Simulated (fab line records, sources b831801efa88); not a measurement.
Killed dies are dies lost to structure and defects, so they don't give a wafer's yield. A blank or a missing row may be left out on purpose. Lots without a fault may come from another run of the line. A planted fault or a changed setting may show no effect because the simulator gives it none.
A sampling plan put to the test | flow sky130 | one fab line, 9 faults that these records tell of, each judged on the records of the lots that it struck
The plan is the line's own looks: the steps of the route at which a gauge or an inspection reads the wafer and doesn't change it. A look can be judged if struck wafers have a number there and the file gives its usual mean and standard deviation on fault-free wafers. Caught: at a look after the fault's first step, the mean of the struck wafers lies 4 or more of those standard deviations (sigma) from the usual mean. On the tool: the same test on the tool's own readings at the fault's steps. Another recipe on the struck wafers, or a record that is blank for them alone, also counts as caught.

THE FAULTS, as the simulator had put them in
1. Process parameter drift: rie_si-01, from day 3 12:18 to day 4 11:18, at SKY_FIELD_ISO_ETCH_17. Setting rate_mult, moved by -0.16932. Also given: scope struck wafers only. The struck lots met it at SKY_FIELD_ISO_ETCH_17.
2. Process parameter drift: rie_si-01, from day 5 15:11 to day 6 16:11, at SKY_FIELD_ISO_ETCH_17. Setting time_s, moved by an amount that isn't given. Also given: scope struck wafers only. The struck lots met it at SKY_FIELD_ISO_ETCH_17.
3. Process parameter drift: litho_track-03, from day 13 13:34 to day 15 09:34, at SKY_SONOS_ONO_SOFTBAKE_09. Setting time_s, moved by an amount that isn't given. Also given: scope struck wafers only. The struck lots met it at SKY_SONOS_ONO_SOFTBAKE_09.
4. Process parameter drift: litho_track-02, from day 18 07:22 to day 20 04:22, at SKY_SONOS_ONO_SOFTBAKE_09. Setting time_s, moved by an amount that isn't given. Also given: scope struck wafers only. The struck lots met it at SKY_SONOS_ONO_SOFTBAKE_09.
5. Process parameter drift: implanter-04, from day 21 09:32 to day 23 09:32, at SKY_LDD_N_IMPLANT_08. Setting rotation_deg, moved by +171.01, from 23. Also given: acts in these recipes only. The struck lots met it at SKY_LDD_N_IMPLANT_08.
6. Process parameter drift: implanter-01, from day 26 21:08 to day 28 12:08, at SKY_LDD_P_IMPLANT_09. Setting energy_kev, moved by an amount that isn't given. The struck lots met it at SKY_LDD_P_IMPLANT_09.
7. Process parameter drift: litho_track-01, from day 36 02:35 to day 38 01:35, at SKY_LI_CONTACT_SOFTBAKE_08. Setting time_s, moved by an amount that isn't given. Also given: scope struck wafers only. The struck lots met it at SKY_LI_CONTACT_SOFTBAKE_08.
8. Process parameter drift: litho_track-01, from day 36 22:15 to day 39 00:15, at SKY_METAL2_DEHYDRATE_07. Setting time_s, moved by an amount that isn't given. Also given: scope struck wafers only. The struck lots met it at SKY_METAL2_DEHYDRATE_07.
9. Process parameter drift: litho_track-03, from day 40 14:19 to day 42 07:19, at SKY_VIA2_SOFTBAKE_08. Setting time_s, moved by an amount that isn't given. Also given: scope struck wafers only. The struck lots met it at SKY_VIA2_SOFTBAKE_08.

WHAT THE PLAN SAW
fault | on the tool itself                       | first look that catches it                      | reading, sigma | median hours from its first step to that look | hours from the fault's start to the first struck lot there | judged looks passed uncaught
1     | oes_product_au -10 sigma                 | none of the 2 looks that can be judged after it | -              | -                                             | -                                                          | 2
2     | run_length_s -16 sigma                   | none of the 2 looks that can be judged after it | -              | -                                             | -                                                          | 2
3     | heater_power_total_W +66 sigma           | no look after it can be judged                  | -              | -                                             | -                                                          | 0
4     | heater_power_total_W +86 sigma           | no look after it can be judged                  | -              | -                                             | -                                                          | 0
5     | rotation_deg +99 or beyond sigma         | not the one look that can be judged after it    | -              | -                                             | -                                                          | 1
6     | beam_energy_keV +99 or beyond sigma      | not the one look that can be judged after it    | -              | -                                             | -                                                          | 1
7     | run_length_s -12 sigma                   | no look after it can be judged                  | -              | -                                             | -                                                          | 0
8     | heater_power_total_W +16 sigma           | no look after it can be judged                  | -              | -                                             | -                                                          | 0
9     | heater_power_total_W +99 or beyond sigma | no look after it can be judged                  | -              | -                                             | -                                                          | 0
A dash: the fault isn't caught, or these records don't give the number.

Caught at a look: 0 of 9. Caught on the tool: 9 of 9. By one or the other: 9 of 9.
Caught on the tool alone: faults 1, 2, 3, 4, 5, 6, 7, 8, 9.
